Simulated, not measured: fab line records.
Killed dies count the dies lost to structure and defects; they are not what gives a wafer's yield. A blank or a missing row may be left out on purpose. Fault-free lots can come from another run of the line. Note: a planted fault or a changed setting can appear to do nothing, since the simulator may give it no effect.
The tool behind it: which one? | flow sky130 | 7 lots with 21 wafers sampled at 5 steps, on a route of 708 steps

WHAT THE GAUGES READ, wafer by wafer
SKY_VIA2_BOW_MEAS_03.
lot  | measured     | on           | VIA2_BOW (um)
L198 | day 36 17:57 | filmMetro-03 | 85 88 85
L201 | day 37 20:59 | filmMetro-02 | 78 76 85
L204 | day 38 23:37 | filmMetro-03 | 96 98 85
L209 | day 40 05:56 | filmMetro-04 | 77 88 80
L214 | day 41 11:56 | filmMetro-03 | 122 123 139
L217 | day 42 05:13 | filmMetro-04 | 86 86 83
L219 | day 42 19:14 | filmMetro-03 | 89 79 80

WHAT TOOL EACH LOT RAN ON (gives the tool, then ch and the chambers of the sampled wafers, and finally the start)
lot  | SKY_VIA1_STRIP_16                   | SKY_VIA1_SPUTTER_20         | SKY_METAL2_STRIP_20                 | SKY_VIA2_CMP_02
L198 | plasmaAsher-04 ch 0,1, day 35 11:38 | pvdSputter-01, day 35 12:13 | plasmaAsher-01 ch 0,1, day 36 16:50 | cmp-02 ch 0,1,3, day 36 17:41
L201 | plasmaAsher-01 ch 0,1, day 36 15:10 | pvdSputter-03, day 36 15:46 | plasmaAsher-01 ch 0,1, day 37 19:53 | cmp-01 ch 0,1,3, day 37 20:44
L204 | plasmaAsher-01 ch 0,1, day 37 18:04 | pvdSputter-03, day 37 18:40 | plasmaAsher-01 ch 0,1, day 38 22:31 | cmp-01 ch 0,1,3, day 38 23:22
L209 | plasmaAsher-04 ch 0,1, day 39 01:53 | pvdSputter-03, day 39 02:31 | plasmaAsher-02 ch 0,1, day 40 04:51 | cmp-02 ch 1,2,3, day 40 05:41
L214 | plasmaAsher-03 ch 1, day 40 07:52   | pvdSputter-01, day 40 08:28 | plasmaAsher-01 ch 0,1, day 41 10:50 | cmp-02 ch 2,3, day 41 11:37
L217 | plasmaAsher-03 ch 0,1, day 41 02:17 | pvdSputter-03, day 41 02:51 | plasmaAsher-04 ch 0,1, day 42 04:05 | cmp-02 ch 1,2,3, day 42 05:02
L219 | plasmaAsher-04 ch 0,1, day 41 16:53 | pvdSputter-03, day 41 17:34 | plasmaAsher-02 ch 0,1, day 42 18:08 | cmp-02 ch 0,1,2, day 42 18:55
- SKY_VIA1_STRIP_16: strips in O2/N2.
- SKY_VIA1_SPUTTER_20: material TiN, target thk 20 nm, time 80 s.
- SKY_METAL2_STRIP_20: strips in O2/N2.
- SKY_VIA2_CMP_02: polishes SiO2.

THE ANSWER, worked out from the rows above alone
Rule: the usual values come from the lots themselves. Put in order of their means at a reading, lots are off if they are a third of the lots or fewer, leave a main group of 4 or more, and stand apart from it by a gap of 3 or more times the standard deviation of the main group's means; of several such gaps the widest counts. Not used: any main group whose means are identical at the precision the tables above print for the reading. A lot without any number at a reading at which 4 lots or more have one is off too. The other lots that the step has rows for count as sound.
Off: L214, seen at SKY_VIA2_BOW_MEAS_03 (VIA2_BOW). For the main group the mean is 85 um and the standard deviation 4.3.
A tool fits if, at a process step before that reading, it ran every lot that is off, and no sound lot after the first of them. The gauges at SKY_VIA2_BOW_MEAS_03 are tried like those tools. 2 tools fit, pvdSputter-01 at SKY_VIA1_SPUTTER_20 and plasmaAsher-01 at SKY_METAL2_STRIP_20, so this cannot tell which one it is.

WHAT THE SIMULATOR PUT IN
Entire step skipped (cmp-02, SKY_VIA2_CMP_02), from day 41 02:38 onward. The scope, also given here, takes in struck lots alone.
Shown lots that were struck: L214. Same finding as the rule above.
